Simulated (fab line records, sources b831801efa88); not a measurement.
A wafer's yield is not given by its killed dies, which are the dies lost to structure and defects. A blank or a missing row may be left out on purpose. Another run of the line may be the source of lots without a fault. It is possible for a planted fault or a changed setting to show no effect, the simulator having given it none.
Which tool did it? ; flow gf180mcu ; 18 wafers sampled from 6 lots at 1 step of a route of 602

== WHAT THE GAUGES SHOWED, per wafer ==
GF_V2_CD_MEAS_14 targets a cd of 260 nm.
lot;measured;on;cdNm (nm)
L775;day 20 18:16;cdSem-01;259.1 259.4 258.4
L778;day 21 18:47;cdSem-01;259.3 258.9 257.7
L781;day 22 21:20;cdSem-02;261.2 260.6 260.7
L784;day 24 00:59;cdSem-02;260.5 259.7 260.5
L789;day 25 13:55;cdSem-02;258.1 258.0 258.0
L795;day 27 11:29;cdSem-01;259.2 260.5 259.1

== WHAT TOOL EACH LOT RAN ON (gives the tool, then ch and the chambers of the sampled wafers, and finally the start) ==
The record shows no process step preceding these readings.

== THE ANSWER, worked out from the rows above alone ==
Rule: usual is defined by the lots themselves. Put in order of their means at a reading, lots are off if they are a third of the lots or fewer, leave a main group of 4 or more, and stand apart from it by a gap of 3 or more times the standard deviation of the main group's means; of several such gaps the widest counts. Not used: any main group whose means are identical at the precision the tables above print for the reading. Also off: a lot with no number at a reading for which 4 or more lots have one. Any other lot the step has rows for is counted as sound.
Across all readings shown, no lot is off: no conclusion can be drawn from this.

== WHAT HAD BEEN PUT IN BY THE SIMULATOR ==
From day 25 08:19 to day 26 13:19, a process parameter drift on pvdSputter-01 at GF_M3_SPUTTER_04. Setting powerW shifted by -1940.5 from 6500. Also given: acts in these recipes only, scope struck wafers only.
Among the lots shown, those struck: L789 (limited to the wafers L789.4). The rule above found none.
